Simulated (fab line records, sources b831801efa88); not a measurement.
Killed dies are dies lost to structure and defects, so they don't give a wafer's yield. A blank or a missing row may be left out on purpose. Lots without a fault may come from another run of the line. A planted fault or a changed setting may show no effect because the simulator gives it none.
Chamber matching | flow sky130 | SKY_VIA4_CMP_02 on cmp-01: 4 sister chambers
The step polishes SiO2. 18 wafers are shown with their chamber, then 9 later ones without.

WAFERS WITH THEIR CHAMBER
wafer  | chamber | motor_current_A (A) | slurry_filter_dp_kPa (kPa)
L366.3 | 1       | 13.2                | 13.49
L366.4 | 2       | 13.0                | 13.48
L366.5 | 2       | 11.9                | 13.32
L368.1 | 1       | 13.7                | 13.39
L368.3 | 0       | 11.4                | 13.54
L368.5 | 2       | 12.8                | 13.74
L369.3 | 3       | 13.1                | 13.55
L369.4 | 1       | 13.6                | 13.45
L369.6 | 3       | 12.9                | 13.42
L372.1 | 2       | 12.5                | 13.43
L372.4 | 0       | 12.0                | 13.62
L372.6 | 1       | 13.3                | 13.23
L371.1 | 2       | 12.8                | 13.53
L371.2 | 3       | 13.2                | 13.42
L371.6 | 1       | 13.8                | 13.52
L373.2 | 2       | 12.8                | 13.47
L373.3 | 1       | 14.2                | 13.48
L373.5 | 0       | 11.8                | 13.61

SIGNATURES (means of the wafers above)
reading              | chamber 0 | chamber 1 | chamber 2 | chamber 3 | scatter within a chamber
motor_current_A      | 11.733    | 13.633    | 12.633    | 13.067    | 0.344
slurry_filter_dp_kPa | 13.5900   | 13.4267   | 13.4950   | 13.4633   | 0.11
Rule: a wafer's distance from a chamber is the root of the sum, over the readings, of the square of ((its reading less the chamber's mean) divided by the reading's scatter). The wafer belongs to the nearest chamber; if the next one is less than 2 further off, it can't be placed. The scatter: the root of (the sum of the squares of (reading less its chamber's mean) over the shown wafers, divided by (wafers less chambers)).

WAFERS WITHOUT THEIR CHAMBER
wafer  | motor_current_A (A) | slurry_filter_dp_kPa (kPa)
L377.2 | 13.0                | 13.44
L377.3 | 11.8                | 13.37
L377.6 | 12.9                | 13.30
L378.1 | 12.3                | 13.29
L378.5 | 12.5                | 13.64
L378.6 | 11.3                | 13.50
L386.1 | 12.7                | 13.21
L386.4 | 14.0                | 13.49
L386.6 | 12.1                | 13.52

WHICH CHAMBER EACH WENT THROUGH
wafer  | from the rows above               | in truth
L377.2 | can't be placed: 3 or 2 or 1      | 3
L377.3 | can't be placed: 0 or 2 or 3      | 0
L377.6 | can't be placed: 3 or 2 or 1      | 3
L378.1 | can't be placed: 2 or 3 or 0 or 1 | 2
L378.5 | can't be placed: 2 or 0 or 3      | 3
L378.6 | 0                                 | 0
L386.1 | can't be placed: 3 or 2 or 1 or 0 | 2
L386.4 | can't be placed: 1 or 3           | 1
L386.6 | can't be placed: 0 or 2 or 3      | 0
Placed correctly: 1 of 9. Can't be placed from these rows: 8 (the true chamber is among the candidates in 8). Placed wrongly: 0.
